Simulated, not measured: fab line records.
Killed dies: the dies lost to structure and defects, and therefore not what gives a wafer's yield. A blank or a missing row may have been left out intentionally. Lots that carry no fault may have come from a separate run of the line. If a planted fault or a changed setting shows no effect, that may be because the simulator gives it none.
Which tool is to blame? | flow sky130 | 11 lots, 33 wafers sampled, at 4 steps of a route of 708

WHAT EACH GAUGE READ, for each wafer
SKY_POLY_GATE_CD_MEAS_13: the cd target is 150 nm. Usual: cdNm reads 149.8 nm (standard deviation 1.3).
lot  | measured     | on       | cdNm (nm)         | flag
L841 | day 16 19:46 | cdSem-02 | 150.2 150.9 150.2 | 
L843 | day 17 19:08 | cdSem-02 | 148.2 149.3 149.7 | 
L845 | day 18 01:01 | cdSem-02 | 151.0 149.9 150.5 | 
L846 | day 18 09:47 | cdSem-02 | 148.5 148.1 148.9 | 
L847 | day 18 18:36 | cdSem-01 | 148.0 149.5 151.6 | 
L848 | day 19 03:35 | cdSem-02 | 150.8 149.6 151.0 | 
L851 | day 20 08:51 | cdSem-02 | 151.1 152.1 151.7 | 
L855 | day 21 12:01 | cdSem-01 | 152.0 151.3 152.0 | 
L857 | day 22 05:23 | cdSem-02 | 149.2 148.7 149.0 | 
L860 | day 23 05:20 | cdSem-01 | 150.3 150.0 149.4 | 
L863 | day 24 09:23 | cdSem-01 | 147.0 149.2 149.0 | 

SKY_SD_P_CD_MEAS_07: the cd target is 380 nm. Usual: cdNm reads 380.4 nm (standard deviation 2.7).
lot  | measured     | on       | cdNm (nm)         | flag
L841 | day 26 02:01 | cdSem-01 | 380.2 379.9 378.3 | 
L843 | day 26 23:23 | cdSem-01 | 382.7 383.5 380.3 | 
L845 | day 27 02:55 | cdSem-01 | 376.4 378.1 379.6 | 
L846 | day 27 13:53 | cdSem-01 | 380.0 382.0 380.4 | 
L847 | day 27 20:45 | cdSem-02 | 378.6 381.8 380.3 | 
L848 | day 28 03:49 | cdSem-02 | 373.6 377.1 379.0 | 
L851 | day 29 08:28 | cdSem-02 | 378.9 378.6 377.9 | 
L855 | day 30 11:34 | cdSem-01 | 382.2 383.2 435.5 | OFF
L857 | day 31 00:22 | cdSem-02 | 376.4 376.3 430.8 | OFF
L860 | day 31 22:25 | cdSem-02 | 379.6 377.7 378.7 | 
L863 | day 32 22:25 | cdSem-01 | 382.3 382.9 384.8 | 

TOOL THAT RAN EACH LOT (tool first, then ch and the chambers of the sampled wafers, then the start)
lot  | SKY_FIELD_ISO_ETCH_15            | SKY_SD_P_COAT_02
L841 | rieDiel-04 ch 0,3, day 2 03:56   | lithoTrack-04 ch 0, day 25 10:37
L843 | rieDiel-04 ch 0,1,2, day 2 16:56 | lithoTrack-04 ch 0, day 26 08:12
L845 | rieDiel-01 ch 0,1,3, day 3 02:43 | lithoTrack-04 ch 0, day 26 12:37
L846 | rieDiel-04 ch 0,2,3, day 3 07:26 | lithoTrack-04 ch 0, day 26 22:57
L847 | rieDiel-01 ch 1,2,3, day 3 13:04 | lithoTrack-02 ch 0, day 27 06:09
L848 | rieDiel-02 ch 0,2,3, day 3 18:31 | lithoTrack-03 ch 0, day 27 13:08
L851 | rieDiel-02 ch 1,2,3, day 4 10:55 | lithoTrack-03 ch 0, day 28 18:10
L855 | rieDiel-01 ch 1,2,3, day 5 06:32 | lithoTrack-04 ch 0, day 29 21:01
L857 | rieDiel-02 ch 0,2,3, day 5 17:59 | lithoTrack-04 ch 0, day 30 10:13
L860 | rieDiel-01 ch 2,3, day 6 07:49   | lithoTrack-03 ch 0, day 31 09:07
L863 | rieDiel-02 ch 2,3, day 7 00:26   | lithoTrack-03 ch 0, day 32 09:10
- SKY_FIELD_ISO_ETCH_15: etches the open film in CHF3/O2, stops on Si, target depth 180 nm, time 72 s.
- SKY_SD_P_COAT_02: resist thk 1140 nm.

AS READ BY THE TOOLS THEMSELVES (means over the sampled wafers that have a number; for cases with no such wafer, the mark the record gives instead)
SKY_FIELD_ISO_ETCH_15. Usual: drypumpMotorCurrentA 5.60 A, standard deviation 0.26; oesProductAu 0.945 a.u., standard deviation 0.0072; throttleValvePct 8.844 %, standard deviation 0.0091.
lot  | tool       | drypumpMotorCurrentA (A) | oesProductAu (a.u.) | throttleValvePct (%) | flag
L841 | rieDiel-04 | 5.36                     | 0.945               | 8.841                | 
L843 | rieDiel-04 | 5.42                     | 0.944               | 8.849                | 
L845 | rieDiel-01 | 5.59                     | 0.940               | 8.849                | 
L846 | rieDiel-04 | 5.53                     | 0.935               | 8.841                | 
L847 | rieDiel-01 | 5.73                     | 0.935               | 8.839                | 
L848 | rieDiel-02 | 5.63                     | 0.952               | 8.846                | 
L851 | rieDiel-02 | 5.59                     | 0.940               | 8.850                | 
L855 | rieDiel-01 | 5.73                     | 0.945               | 8.842                | 
L857 | rieDiel-02 | 5.63                     | 0.944               | 8.850                | 
L860 | rieDiel-01 | 5.67                     | 0.943               | 8.839                | 
L863 | rieDiel-02 | 5.50                     | 0.943               | 8.847                | 

THE ANSWER, worked out from the rows above alone
Rule: a lot counts as off when the mean over its wafers that have a number is more than 3 standard deviations away from the usual mean. Also off: a lot with no number at a reading for which 4 or more lots have one. Where the step has rows for the other lots, those lots are counted as sound. After the gauges, taken in route order, come the tools' own readings; for these a lot's mean is taken, as printed above. At the first step where some lot is off, the reading lying furthest off is the one used; lots without a number count as furthest.
Off, at SKY_SD_P_CD_MEAS_07 on cdNm: L855, L857.
A tool fits if, at a process step before that reading, it ran every lot that is off, and no sound lot after the first of them. The gauges at SKY_SD_P_CD_MEAS_07 are tried like those tools. One candidate fits, namely lithoTrack-04 at SKY_SD_P_COAT_02. A fault onset in the window from L846 (day 26 22:57, its last sound lot) to L855 (day 29 21:01, its first lot off) fits.

WHAT THE SIMULATOR HAD PUT IN
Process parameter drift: lithoTrack-04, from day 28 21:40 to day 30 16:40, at SKY_SD_P_COAT_02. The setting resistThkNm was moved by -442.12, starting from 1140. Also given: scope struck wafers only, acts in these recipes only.
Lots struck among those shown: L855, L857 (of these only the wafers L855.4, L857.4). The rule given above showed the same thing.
